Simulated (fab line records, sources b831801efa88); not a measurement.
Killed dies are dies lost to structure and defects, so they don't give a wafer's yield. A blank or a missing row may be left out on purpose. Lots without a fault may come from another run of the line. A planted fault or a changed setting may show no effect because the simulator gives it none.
Which tool did it? | flow gf180mcu | 11 lots, 33 wafers sampled, at 1 step of a route of 602

WHAT THE GAUGES READ, wafer by wafer
GF_STI_THK_MEAS_02.
lot  | measured    | on            | STI_OXIDATION_THK (nm)
L530 | day 1 16:31 | film_metro-03 | 10.19 10.18 10.16
L531 | day 1 21:32 | film_metro-04 | 9.75 9.91 9.99
L532 | day 2 02:35 | film_metro-02 | 10.24 9.93 9.92
L533 | day 2 08:20 | film_metro-03 | 9.86 10.22 10.10
L534 | day 2 12:54 | film_metro-02 | 10.25 10.33 10.34
L535 | day 2 17:31 | film_metro-03 | 10.54 10.44 10.39
L536 | day 2 22:31 | film_metro-02 | 10.26 10.11 10.13
L537 | day 3 05:34 | film_metro-02 | 10.67 10.63 10.52
L538 | day 3 10:23 | film_metro-02 | 10.32 10.45 10.32
L551 | day 6 02:19 | film_metro-02 | 10.06 10.03 10.10
L552 | day 6 06:32 | film_metro-03 | 10.07 10.02 10.33

WHICH TOOL RAN EACH LOT (tool, then ch and the chambers of the sampled wafers, then the start)
The record holds no process step before these readings.

WHAT THE TOOLS THEMSELVES READ (means of the sampled wafers that have a number; where no wafer has one, the mark that the record gives instead)
The record holds no such reading with a usual standard deviation.

THE ANSWER, worked out from the rows above alone
Rule: what is usual is taken from the lots themselves. Put in order of their means at a reading, lots are off if they are a third of the lots or fewer, leave a main group of 4 or more, and stand apart from it by a gap of 3 or more times the standard deviation of the main group's means; of several such gaps the widest counts. A main group whose means are all the same, to the digits that the tables above print for the reading, isn't used. A lot without any number at a reading at which 4 lots or more have one is off too. The other lots that the step has rows for count as sound. The gauges are gone through in route order, then the tools' own readings, and for those a lot's mean is taken as printed above. The first step at which some lot is off is used, and at that step the reading that is off furthest; a lot without a number counts as furthest.
No lot is off at any reading shown: from this, nothing can be told.

WHAT THE SIMULATOR HAD PUT IN
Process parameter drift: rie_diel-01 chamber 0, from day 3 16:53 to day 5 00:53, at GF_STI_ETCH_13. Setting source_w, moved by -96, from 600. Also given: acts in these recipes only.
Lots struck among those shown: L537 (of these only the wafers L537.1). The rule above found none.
